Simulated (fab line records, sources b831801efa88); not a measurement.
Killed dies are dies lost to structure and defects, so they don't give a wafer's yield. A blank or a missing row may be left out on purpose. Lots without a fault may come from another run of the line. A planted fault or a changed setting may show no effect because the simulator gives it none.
fab line records | flow gf180mcu
record lots=5 wafers=15 last_day=34
route steps=602 shown TOP_METAL@568 PASSIVATION@587
lots that met no fault: from a run of the same line without faults
start_h: hours from the record's first day to the start of the lot's first wafer shown | wait_h: hours since the lot's step before | " the same as in the row above | L1.1+2: a row that stands for several wafers | - no value, or no start given | * or withheld: withheld | < > ~ a bound
route shown NAME@n: a module of which the file shows steps, and the number in the route of the first | usual: mean/standard deviation of fault-free wafers | same: alike in all rows | chamber/n: place in a boat | sites: the reading at each site | _std_site: their standard deviation | _edge_site: outer sites' mean less inner sites' | radius_mm: how far each site lies from the wafer's centre | mask NAME#n: copy n | behind: the tool/chamber that last shaped the wafer | hold: why the lot was held/for how many hours/how that ended | device: the transistor (n, p or np) that didn't switch | end of line: the same wafers' tests at the end of the route | a step without rows: its recipe alone | killed: dies lost to structure and defects at the first sort, not the wafer's yield | map: a wafer's dies, x killed, . not, _ none there
set.NAME: the setting as run; set.NAME@STEP: as run at that earlier step | model.NAME: the simulator's own value behind a step, which no gauge read
lots at some steps of the route; a table a step, a row a wafer
services: from which hour (start_h, from the record's first day; less than 0 if before it) a tool's chamber was out of use, for how many hours, and why
## steps
# step GF_TOP_METAL_SPUTTER_01
# recipe material=TiN target_thk_nm=30 power_w=6500 time_s=25 chamber_pressure_pa=0.4
# usual throttle_valve_pct=29.8/1.4
# columns lot.wafer tool chamber start_h wait_h throttle_valve_pct
L076.1 pvd_sputter-01 - 651.24 0.1 27.6
L076.5 " - " " 27.7
L076.6 " - " " 32.1
L078.1 pvd_sputter-03 - 666.36 0.1 30.0
L078.4 " - " " 31.7
L078.5 " - " " 30.6
L080.2 pvd_sputter-04 - 673.42 0.1 29.5
L080.3 " - " " 27.3
L080.5 " - " " 29.6
L082.1 pvd_sputter-01 - 688.45 0.1 30.9
L082.2 " - " " 29.6
L082.6 " - " " 27.7
L097.2 pvd_sputter-03 - 788.19 0.1 31.4
L097.4 " - " " 29.9
L097.5 " - " " 31.6
# step GF_TOP_METAL_SPUTTER_02
# recipe material=AlCu target_thk_nm=900 power_w=10600 chamber_pressure_pa=0.3 substrate_temp_c=250 gas=Ar time_s=47.82
# usual throttle_valve_pct=29.7/1.5
# columns lot.wafer tool chamber start_h wait_h throttle_valve_pct
L076.1 pvd_sputter-01 - 651.27 0.0 27.6
L076.5 " - " " 27.6
L076.6 " - " " 32.1
L078.1 pvd_sputter-03 - 666.39 0.0 29.8
L078.4 " - " " 31.6
L078.5 " - " " 30.6
L080.2 pvd_sputter-04 - 673.45 0.0 29.5
L080.3 " - " " 26.9
L080.5 " - " " 29.4
L082.1 pvd_sputter-01 - 688.48 0.0 30.8
L082.2 " - " " 29.5
L082.6 " - " " 27.4
L097.2 pvd_sputter-03 - 788.22 0.0 31.5
L097.4 " - " " 29.7
L097.5 " - " " 31.7
# step GF_TOP_METAL_SPUTTER_03
# recipe material=Ti target_thk_nm=5 substrate_temp_c=300 chamber_pressure_pa=0.3 power_w=3000 time_s=3.3
# usual throttle_valve_pct=29.8/1.4
# columns lot.wafer tool chamber start_h wait_h throttle_valve_pct
L076.1 pvd_sputter-01 - 651.31 0.0 27.5
L076.5 " - " " 27.5
L076.6 " - " " 31.9
L078.1 pvd_sputter-03 - 666.43 0.0 30.0
L078.4 " - " " 31.4
L078.5 " - " " 30.5
L080.2 pvd_sputter-04 - 673.49 0.0 29.3
L080.3 " - " " 27.2
L080.5 " - " " 29.2
L082.1 pvd_sputter-01 - 688.52 0.0 30.8
L082.2 " - " " 29.6
L082.6 " - " " 27.6
L097.2 pvd_sputter-03 - 788.26 0.0 31.7
L097.4 " - " " 30.0
L097.5 " - " " 31.5
# step GF_TOP_METAL_SPUTTER_04
# recipe material=TiN target_thk_nm=25 power_w=6500 time_s=20.8 chamber_pressure_pa=0.4
# usual throttle_valve_pct=29.7/1.4
# columns lot.wafer tool chamber start_h wait_h throttle_valve_pct
L076.1 pvd_sputter-01 - 651.33 0.0 27.4
L076.5 " - " " 27.4
L076.6 " - " " 32.3
L078.1 pvd_sputter-03 - 666.45 0.0 29.9
L078.4 " - " " 31.6
L078.5 " - " " 30.8
L080.2 pvd_sputter-04 - 673.51 0.0 29.3
L080.3 " - " " 27.5
L080.5 " - " " 29.6
L082.1 pvd_sputter-01 - 688.54 0.0 30.8
L082.2 " - " " 29.4
L082.6 " - " " 27.5
L097.2 pvd_sputter-03 - 788.28 0.0 31.5
L097.4 " - " " 29.9
L097.5 " - " " 31.3
# step GF_TOP_METAL_RS_MEAS_05
# recipe thk_meas_gauge=four-point-probe reads=TiN_of_TOP_METAL_SPUTTER_04+Ti_of_TOP_METAL_SPUTTER_03+AlCu_of_TOP_METAL_SPUTTER_02+TiN_of_TOP_METAL_SPUTTER_01+Ti_of_TOP_METAL_SPUTTER_00
# usual TOP_METAL_ALCU_RS=0.0328/0.00034
# columns lot.wafer tool chamber start_h wait_h TOP_METAL_ALCU_RS[ohm/sq]
L076.1 film_metro-02 - 651.36 0.0 0.0329
L076.5 " - " " 0.0330
L076.6 " - " " 0.0330
L078.1 film_metro-04 - 666.48 0.0 0.0326
L078.4 " - " " 0.0322
L078.5 " - " " 0.0325
L080.2 film_metro-02 - 673.56 0.0 0.0326
L080.3 " - " " 0.0326
L080.5 " - " " 0.0327
L082.1 film_metro-03 - 688.57 0.0 0.0326
L082.2 " - " " 0.0322
L082.6 " - " " 0.0325
L097.2 film_metro-04 - 788.33 0.0 0.0323
L097.4 " - " " 0.0322
L097.5 " - " " 0.0323
# step GF_TOP_METAL_THK_MEAS_06
# recipe thk_meas_gauge=xrf reads=AlCu_of_TOP_METAL_SPUTTER_02
# usual TOP_METAL_ALCU_THK=901/12
# columns lot.wafer tool chamber start_h wait_h TOP_METAL_ALCU_THK[nm]
L076.1 film_metro-02 - 651.48 0.1 895
L076.5 " - " " 894
L076.6 " - " " 891
L078.1 film_metro-04 - 666.60 0.1 914
L078.4 " - " " 916
L078.5 " - " " 908
L080.2 film_metro-02 - 673.67 0.1 899
L080.3 " - " " 900
L080.5 " - " " 896
L082.1 film_metro-03 - 688.69 0.1 906
L082.2 " - " " 920
L082.6 " - " " 915
L097.2 film_metro-04 - 788.44 0.1 913
L097.4 " - " " 922
L097.5 " - " " 917
# step GF_TOP_METAL_DEHYDRATE_07
# recipe temp_c=200 time_s=60
# columns lot.wafer tool chamber start_h wait_h
L076.1+5+6 litho_track-04 0 660.67 9.2
L078.1+4+5 litho_track-01 0 675.37 8.8
L080.2+3+5 litho_track-01 0 682.75 9.1
L082.1+2+6 litho_track-04 0 697.32 8.6
L097.2+4+5 litho_track-01 0 795.30 6.8
# step GF_TOP_METAL_HMDS_08
# recipe prime_time_s=60 prime_temp_c=120
# columns lot.wafer tool chamber start_h wait_h
L076.1+5+6 litho_track-04 0 660.82 0.1
L078.1+4+5 litho_track-01 0 675.52 0.1
L080.2+3+5 litho_track-01 0 682.90 0.1
L082.1+2+6 litho_track-04 0 697.47 0.1
L097.2+4+5 litho_track-01 0 795.45 0.1
# step GF_TOP_METAL_COAT_09
# recipe resist=NOVOLAK spin_rpm=3000 resist_thk_nm=1500
# columns lot.wafer tool chamber start_h wait_h
L076.1+5+6 litho_track-04 0 660.97 0.1
L078.1+4+5 litho_track-01 0 675.67 0.1
L080.2+3+5 litho_track-01 0 683.05 0.1
L082.1+2+6 litho_track-04 0 697.62 0.1
L097.2+4+5 litho_track-01 0 795.60 0.1
# step GF_TOP_METAL_SOFTBAKE_10
# recipe temp_c=90 time_s=60 resist=NOVOLAK
# columns lot.wafer tool chamber start_h wait_h
L076.1+5+6 litho_track-04 0 661.12 0.1
L078.1+4+5 litho_track-01 0 675.82 0.1
L080.2+3+5 litho_track-01 0 683.20 0.1
L082.1+2+6 litho_track-04 0 697.77 0.1
L097.2+4+5 litho_track-01 0 795.75 0.1
# step GF_TOP_METAL_EXPOSE_11
# recipe mask_id=MetalTop target_cd_nm=440 na=0.6 source_shape=conventional sigma_outer=0.6 dose_mj=170
# usual stage_vel_mm_s=500.07/0.22
# columns lot.wafer tool chamber start_h wait_h mask stage_vel_mm_s
L076.1 iline_stepper-02 0 - - MetalTop#0 500.39
L076.5 " 0 " " MetalTop#0 500.24
L076.6 " 0 " " MetalTop#0 500.40
L078.1 iline_stepper-01 0 - - MetalTop#0 499.74
L078.4 " 0 " " MetalTop#0 499.91
L078.5 " 0 " " MetalTop#0 500.10
L080.2 iline_stepper-02 0 - - MetalTop#0 500.04
L080.3 " 0 " " MetalTop#0 499.80
L080.5 " 0 " " MetalTop#0 500.12
L082.1 iline_stepper-01 0 - - MetalTop#0 499.91
L082.2 " 0 " " MetalTop#0 500.06
L082.6 " 0 " " MetalTop#0 499.90
L097.2 iline_stepper-02 0 - - MetalTop#0 500.32
L097.4 " 0 " " MetalTop#0 500.00
L097.5 " 0 " " MetalTop#0 500.20
# step GF_TOP_METAL_PEB_12
# recipe temp_c=withheld time_s=* resist=NOVOLAK
# columns lot.wafer tool chamber start_h wait_h
L076.1+5+6 litho_track-03 0 - -
L078.1+4+5 litho_track-01 0 - -
L080.2+3+5 litho_track-04 0 - -
L082.1+2+6 litho_track-03 0 - -
L097.2+4+5 litho_track-04 0 - -
# step GF_TOP_METAL_DEVELOP_13
# recipe develop_time_s=60 dev_temp_c=23
# same develop_time_s=60
# columns lot.wafer tool chamber start_h wait_h
L076.1+5+6 litho_track-03 0 670.65 0.1
L078.1+4+5 litho_track-01 0 685.07 0.1
L080.2+3+5 litho_track-04 0 692.94 0.1
L082.1+2+6 litho_track-03 0 706.75 0.1
L097.2+4+5 litho_track-04 0 802.94 0.1
# step GF_TOP_METAL_CD_MEAS_14
# recipe target_cd_nm=440
# usual cd_nm=440.4/2
# columns lot.wafer tool chamber start_h wait_h cd_nm
L076.1 cd_sem-01 - 670.80 0.1 439.7
L076.5 " - " " 439.0
L076.6 " - " " 440.0
L078.1 cd_sem-01 - 685.22 0.1 440.7
L078.4 " - " " 442.5
L078.5 " - " " 441.1
L080.2 cd_sem-01 - 693.09 0.1 442.7
L080.3 " - " " 442.3
L080.5 " - " " 443.5
L082.1 cd_sem-01 - 706.90 0.1 438.0
L082.2 " - " " 438.0
L082.6 " - " " 440.2
L097.2 cd_sem-02 - 803.09 0.1 440.1
L097.4 " - " " 441.5
L097.5 " - " " 439.1
# step GF_TOP_METAL_OVL_MEAS_15
# usual TOP_METAL_OVL=0.4/1.4
# columns lot.wafer tool chamber start_h wait_h TOP_METAL_OVL[nm]
L076.1 overlay-02 - 670.92 0.1 0.4
L076.5 " - " " -0.4
L076.6 " - " " 0.1
L078.1 overlay-01 - 685.34 0.1 3.2
L078.4 " - " " 3.5
L078.5 " - " " 2.1
L080.2 overlay-02 - 693.19 0.1 -0.1
L080.3 " - " " -0.4
L080.5 " - " " -1.8
L082.1 overlay-02 - 707.02 0.1 0.6
L082.2 " - " " 0.8
L082.6 " - " " 0.8
L097.2 overlay-02 - 803.19 0.1 0.4
L097.4 " - " " -0.7
L097.5 " - " " 1.1
# step GF_TOP_METAL_METAL_ETCH_16
# recipe chemistry=Cl2/BCl3 mask_material=NOVOLAK target_depth_nm=1077.5 stop_on=SiO2 pressure_mtorr=8 icp_w=800 bias_w=140 Cl2_flow_sccm=80 bcl3_flow_sccm=40 time_s=179.6
# usual drypump_motor_current_A=5.6/0.38 oes_product_au=0.965/0.007 throttle_valve_pct=28.258/0.0097
# columns lot.wafer tool chamber start_h wait_h drypump_motor_current_A oes_product_au rf_hours_counter_h throttle_valve_pct
L076.1 rie_metal-02 0 670.95 0.0 6.2 0.957 8 28.260
L076.5 " 0 " " 6.2 0.960 - 28.251
L076.6 " 1 " " 5.8 0.964 - 28.274
L078.1 rie_metal-04 0 685.38 0.0 5.4 0.972 2 28.253
L078.4 " 0 " " 5.4 0.970 - 28.240
L078.5 " 0 " " 5.4 0.975 - 28.255
L080.2 rie_metal-02 1 693.22 0.0 5.7 0.963 7 28.255
L080.3 " 0 " " 6.2 0.973 - 28.248
L080.5 " 0 " " 6.2 0.958 - 28.245
L082.1 rie_metal-04 1 707.05 0.0 4.9 0.966 7 28.256
L082.2 " 0 " " 5.4 0.969 3 28.256
L082.6 " 1 " " 4.9 0.969 - 28.251
L097.2 rie_metal-04 1 803.22 0.0 5.0 0.976 11 28.244
L097.4 " 0 " " 5.4 0.968 - 28.246
L097.5 " 1 " " 5.0 0.974 - 28.250
# step GF_TOP_METAL_STRIP_17
# recipe chemistry=O2/N2 power_w=1400 pressure_mtorr=1500 platen_temp_c=250 o2_flow_sccm=3000 n2_flow_sccm=300 overash_fraction=0.5
# usual drypump_motor_current_A=5.4/0.48 heater_power_w=353/64 oes_product_au=0.710/0.0043 strip_time_to_endpoint_s=13.45/0.062
# same overash_fraction=0.5
# columns lot.wafer tool chamber start_h wait_h drypump_motor_current_A heater_power_w oes_product_au rf_hours_counter_h strip_time_to_endpoint_s
L076.1 plasma_asher-04 1 671.13 0.1 4.7 383 0.701 105 13.39
L076.5 " 0 " " 5.8 273 0.707 - 13.41
L076.6 " 1 " " 4.7 380 0.710 - 13.43
L078.1 plasma_asher-01 1 685.55 0.1 5.4 348 0.712 27 13.43
L078.4 " 0 " " 5.7 308 0.717 - 13.42
L078.5 " 1 " " 5.3 342 0.708 - 13.38
L080.2 plasma_asher-04 0 693.40 0.1 5.8 272 0.715 107 13.53
L080.3 " 0 " " 5.8 276 0.714 - 13.56
L080.5 " 0 " " 5.8 283 0.712 - 13.55
L082.1 plasma_asher-02 1 707.23 0.1 4.9 350 0.712 65 13.47
L082.2 " 0 " " 6.0 492 0.716 65 13.47
L082.6 " 1 " " 4.9 345 0.713 - 13.56
L097.2 plasma_asher-01 0 803.40 0.1 5.7 307 0.706 39 13.41
L097.4 " 1 " " 5.3 342 0.706 - 13.41
L097.5 " 1 " " 5.3 345 0.711 - 13.40
# step GF_TOP_METAL_STRIP_18
# recipe chemistry=post_etch_residue_remover time_s=1200 temp_c=71.82
# columns lot.wafer tool chamber start_h wait_h
L076.1+5+6 wet_bench-02 3 671.23 0.1
L078.1+4+5 wet_bench-02 0 685.65 0.1
L080.2+3+5 wet_bench-01 2 693.50 0.1
L082.1+2+6 wet_bench-04 1 707.33 0.1
L097.2+4+5 wet_bench-04 0 803.50 0.1
# step GF_TOP_METAL_CLEAN_19
# recipe chemistry=DIW dry=n2_spin
# columns lot.wafer tool chamber start_h wait_h
L076.1+5+6 wet_bench-01 1 671.57 0.0
L078.1+4+5 wet_bench-04 2 686.03 0.0
L080.2+3+5 wet_bench-01 2 693.87 0.0
L082.1+2+6 wet_bench-02 2 707.67 0.0
L097.2+4+5 wet_bench-01 2 803.87 0.0
# step GF_PASSIVATION_CVD_00
# recipe material=SiO2 target_thk_nm=1000 precursor=TEOS temp_c=400 time_s=111.95 rf_w=600
# usual heater_power_w=634/83
# columns lot.wafer tool chamber start_h wait_h heater_power_w
L076.1 pecvd-01 0 671.67 0.0 705
L076.5 " 2 " " 679
L076.6 " 0 " " 764
L078.1 pecvd-03 2 686.39 0.0 513
L078.4 " 0 " " 524
L078.5 " 2 " " 565
L080.2 pecvd-01 1 693.97 0.0 701
L080.3 " 2 " " 661
L080.5 " 1 " " 566
L082.1 pecvd-03 1 707.85 0.0 629
L082.2 " 0 " " 545
L082.6 " 1 " " 672
L097.2 pecvd-01 2 803.96 0.0 595
L097.4 " 1 " " 566
L097.5 " 0 " " 659
# step GF_PASSIVATION_THK_MEAS_01
# recipe reads=SiO2_of_PASSIVATION_CVD_00
# usual PASSIVATION_CVD_00_THK=996/11
# columns lot.wafer tool chamber start_h wait_h PASSIVATION_CVD_00_THK[nm]
L076.1 film_metro-04 - 671.75 0.0 998
L076.5 " - " " 1005
L076.6 " - " " 1010
L078.1 film_metro-03 - 686.47 0.0 991
L078.4 " - " " 994
L078.5 " - " " 1004
L080.2 film_metro-03 - 694.07 0.1 993
L080.3 " - " " 991
L080.5 " - " " 1008
L082.1 film_metro-04 - 707.93 0.0 989
L082.2 " - " " 989
L082.6 " - " " 999
L097.2 film_metro-04 - 804.05 0.0 985
L097.4 " - " " 1010
L097.5 " - " " 1004
# step GF_PASSIVATION_CVD_02
# recipe material=Si3N4 target_thk_nm=700 time_s=486.18 temp_c=400 rf_w=450
# usual heater_power_w=698/80
# columns lot.wafer tool chamber start_h wait_h heater_power_w
L076.1 pecvd-03 1 671.81 0.1 731
L076.5 " 0 " " 678
L076.6 " 2 " " 622
L078.1 pecvd-01 1 686.53 0.1 676
L078.4 " 1 " " 696
L078.5 " 2 " " 692
L080.2 pecvd-04 1 694.12 0.0 816
L080.3 " 2 " " 653
L080.5 " 0 " " 607
L082.1 pecvd-01 2 707.99 0.1 684
L082.2 " 1 " " 770
L082.6 " 1 " " 617
L097.2 pecvd-04 0 804.10 0.0 646
L097.4 " 1 " " 807
L097.5 " 2 " " 659
# step GF_PASSIVATION_THK_MEAS_03
# recipe reads=Si3N4_of_PASSIVATION_CVD_02
# usual PASSIVATION_CVD_02_THK=702/8.5
# columns lot.wafer tool chamber start_h wait_h PASSIVATION_CVD_02_THK[nm]
L076.1 film_metro-04 - 672.09 0.1 694
L076.5 " - " " 707
L076.6 " - " " 709
L078.1 film_metro-04 - 686.82 0.1 702
L078.4 " - " " 712
L078.5 " - " " 717
L080.2 film_metro-03 - 694.41 0.2 695
L080.3 " - " " 687
L080.5 " - " " 704
L082.1 film_metro-03 - 708.28 0.1 696
L082.2 " - " " 699
L082.6 " - " " 707
L097.2 film_metro-04 - 804.40 0.2 693
L097.4 " - " " 706
L097.5 " - " " 697
# step GF_PASSIVATION_DEHYDRATE_04
# recipe temp_c=200 time_s=60
# columns lot.wafer tool chamber start_h wait_h
L076.1+5+6 litho_track-01 0 681.17 9.1
L078.1+4+5 litho_track-01 0 695.92 9.1
L080.2+3+5 litho_track-02 0 702.75 8.3
L082.1+2+6 litho_track-03 0 716.64 8.4
L097.2+4+5 litho_track-03 0 810.92 6.5
# step GF_PASSIVATION_HMDS_05
# recipe prime_time_s=60 prime_temp_c=120
# columns lot.wafer tool chamber start_h wait_h
L076.1+5+6 litho_track-01 0 681.32 0.1
L078.1+4+5 litho_track-01 0 696.07 0.1
L080.2+3+5 litho_track-02 0 702.90 0.1
L082.1+2+6 litho_track-03 0 716.79 0.1
L097.2+4+5 litho_track-03 0 811.07 0.1
# step GF_PASSIVATION_COAT_06
# recipe spin_rpm=2000 resist_thk_nm=4000
# columns lot.wafer tool chamber start_h wait_h
L076.1+5+6 litho_track-01 0 681.47 0.1
L078.1+4+5 litho_track-01 0 696.22 0.1
L080.2+3+5 litho_track-02 0 703.05 0.1
L082.1+2+6 litho_track-03 0 716.94 0.1
L097.2+4+5 litho_track-03 0 811.22 0.1
# step GF_PASSIVATION_SOFTBAKE_07
# recipe temp_c=109.6 time_s=withheld
# columns lot.wafer tool chamber start_h wait_h
L076.1+5+6 litho_track-01 0 681.62 0.1
L078.1+4+5 litho_track-01 0 696.37 0.1
L080.2+3+5 litho_track-02 0 703.21 0.1
L082.1+2+6 litho_track-03 0 717.09 0.1
L097.2+4+5 litho_track-03 0 811.38 0.1
# step GF_PASSIVATION_EXPOSE_08
# recipe mask_id=Pad target_cd_nm=40000 na=0.57 dose_mj=310
# usual stage_vel_mm_s=500.05/0.28
# columns lot.wafer tool chamber start_h wait_h mask stage_vel_mm_s
L076.1 iline_stepper-02 0 - - Pad#0 500.21
L076.5 " 0 " " Pad#0 500.19
L076.6 " 0 " " Pad#0 500.18
L078.1 iline_stepper-02 0 - - Pad#0 499.95
L078.4 " 0 " " Pad#0 500.16
L078.5 " 0 " " Pad#0 499.80
L080.2 iline_stepper-01 0 - - Pad#0 499.86
L080.3 " 0 " " Pad#0 499.79
L080.5 " 0 " " Pad#0 499.72
L082.1 iline_stepper-01 0 - - Pad#0 500.33
L082.2 " 0 " " Pad#0 500.73
L082.6 " 0 " " Pad#0 500.64
L097.2 iline_stepper-02 0 - - Pad#0 500.17
L097.4 " 0 " " Pad#0 500.33
L097.5 " 0 " " Pad#0 500.09
# step GF_PASSIVATION_PEB_09
# recipe temp_c=115 time_s=withheld
# columns lot.wafer tool chamber start_h wait_h
L076.1+5+6 litho_track-01 0 - -
L078.1+4+5 litho_track-02 0 - -
L080.2+3+5 litho_track-02 0 - -
L082.1+2+6 litho_track-02 0 - -
L097.2+4+5 litho_track-02 0 - -
# step GF_PASSIVATION_DEVELOP_10
# recipe develop_time_s=60 dev_temp_c=23
# same develop_time_s=60
# columns lot.wafer tool chamber start_h wait_h
L076.1+5+6 litho_track-01 0 - -
L078.1+4+5 litho_track-02 0 - -
L080.2+3+5 litho_track-02 0 - -
L082.1+2+6 litho_track-02 0 - -
L097.2+4+5 litho_track-02 0 - -
# step GF_PASSIVATION_ETCH_11
# recipe chemistry=CF4/O2 target_depth_nm=1800 stop_on=TiN source_w=800 bias_w=150 pressure_mtorr=150 cf4_flow_sccm=80 O2_flow_sccm=10 time_s=400
# usual drypump_motor_current_A=5.5/0.44 oes_product_au=0.962/0.0071 throttle_valve_pct=5.960/0.008
# columns lot.wafer tool chamber start_h wait_h drypump_motor_current_A oes_product_au rf_hours_counter_h throttle_valve_pct
L076.1 rie_diel-04 1 691.17 - 4.9 0.963 5 5.969
L076.5 " 1 " " 4.9 0.971 - 5.953
L076.6 " 2 " " 5.2 0.970 - 5.965
L078.1 rie_diel-02 3 705.67 - 5.1 0.963 33 5.946
L078.4 " 1 " " 5.5 0.967 - 5.963
L078.5 " 1 " " 5.6 0.971 - 5.960
L080.2 rie_diel-04 0 712.17 - 5.9 0.956 16 5.953
L080.3 " 1 " " 4.9 0.956 6 5.958
L080.5 " 3 " " 5.5 0.969 - 5.966
L082.1 rie_diel-04 1 725.67 - 4.9 0.963 7 5.966
L082.2 " 2 " " 5.2 0.963 27 5.948
L082.6 " 1 " " 4.9 0.963 - 5.957
L097.2 rie_diel-01 2 818.77 - 5.9 0.960 33 5.968
L097.4 " 1 " " 5.4 0.963 19 5.952
L097.5 " 0 " " 4.7 0.969 - 5.969
# step GF_PASSIVATION_STRIP_12
# recipe chemistry=O2/N2 power_w=1400 pressure_mtorr=1500 platen_temp_c=250 o2_flow_sccm=3000 n2_flow_sccm=300 overash_fraction=0.5
# usual drypump_motor_current_A=5.6/0.56 heater_power_w=355/59 oes_product_au=0.719/0.0046 strip_time_to_endpoint_s=34.75/0.17
# same overash_fraction=0.5
# columns lot.wafer tool chamber start_h wait_h drypump_motor_current_A heater_power_w oes_product_au rf_hours_counter_h strip_time_to_endpoint_s
L076.1 plasma_asher-04 1 691.41 0.1 4.7 374 0.718 107 34.70
L076.5 " 1 " " 4.7 382 0.715 - 34.88
L076.6 " 0 " " 5.8 270 0.712 - 34.84
L078.1 plasma_asher-04 1 706.03 0.2 4.7 376 0.714 109 35.04
L078.4 " 1 " " 4.7 387 0.708 - 34.96
L078.5 " 1 " " 4.7 395 0.716 - 35.05
L080.2 plasma_asher-02 1 712.41 0.1 4.9 342 0.718 66 34.89
L080.3 " 1 " " 4.9 343 0.723 - 34.55
L080.5 " 0 " " 6.0 480 0.715 - 34.86
L082.1 plasma_asher-02 0 725.91 0.1 6.0 475 0.721 68 34.49
L082.2 " 1 " " 4.9 337 0.724 68 34.61
L082.6 " 0 " " 6.0 482 0.725 - 34.62
L097.2 plasma_asher-04 1 819.01 0.1 4.7 401 0.720 7 34.74
L097.4 " 0 " " 5.8 290 0.724 - 35.29
L097.5 " 1 " " 4.7 397 0.714 - 34.69
# step GF_PASSIVATION_ANNEAL_13
# recipe temp_c=400 time_s=1800 ambient=N2/H2 idle_temp_c=300 ramp_up_c_per_min=10 ramp_down_c_per_min=3
# columns lot.wafer tool chamber start_h wait_h
L076.1+5+6 furnace-01 0 691.78 0.3
L078.1+4+5 furnace-01 0 706.13 0.1
L080.2+3+5 furnace-02 0 712.51 0.1
L082.1+2+6 furnace-02 0 726.01 0.1
L097.2+4+5 furnace-02 0 819.11 0.1
# step GF_PASSIVATION_BOW_MEAS_14
# recipe mode=bow
# usual PASSIVATION_BOW=133/11
# columns lot.wafer tool chamber start_h wait_h PASSIVATION_BOW[um]
L076.1 film_metro-04 - 693.28 0.0 146
L076.5 " - " " 140
L076.6 " - " " 135
L078.1 film_metro-01 - 707.63 0.0 114
L078.4 " - " " 114
L078.5 " - " " 111
L080.2 film_metro-03 - 714.03 0.0 133
L080.3 " - " " 137
L080.5 " - " " 147
L082.1 film_metro-04 - 727.51 0.0 129
L082.2 " - " " 125
L082.6 " - " " 133
L097.2 film_metro-03 - 820.63 0.0 121
L097.4 " - " " 125
L097.5 " - " " 127
## services
# columns tool chamber start_h hours kind
iline_stepper-02 - 631.50 4.4 pm
iline_stepper-01 - 635.94 2.1 pm
iline_stepper-02 - 646.10 1.7 pm
furnace-02 - 656.86 17.9 pm
pvd_sputter-04 - 660.01 0.6 repair
rie_diel-04 2 662.12 1.8 repair
plasma_asher-04 - 662.68 1.1 repair
furnace-02 - 674.74 3.0 pm
furnace-02 - 685.34 3.8 pm
pvd_sputter-03 - 689.92 3.3 repair
pvd_sputter-01 - 704.60 5.4 repair
furnace-02 - 707.83 3.9 pm
iline_stepper-02 - 719.36 2.1 pm
plasma_asher-04 - 733.75 9.0 pm
pecvd-03 0 748.24 21.1 repair
pvd_sputter-04 - 752.08 3.1 repair
pecvd-01 - 755.81 2.8 pm
pvd_sputter-04 - 756.77 1.8 repair
iline_stepper-02 - 764.94 28.9 pm
wet_bench-01 - 765.27 0.6 repair
plasma_asher-04 - 784.40 1.5 repair
iline_stepper-01 - 790.38 1.1 repair
plasma_asher-04 - 796.68 9.5 repair
iline_stepper-01 - 813.86 1.7 pm
## key
fault none
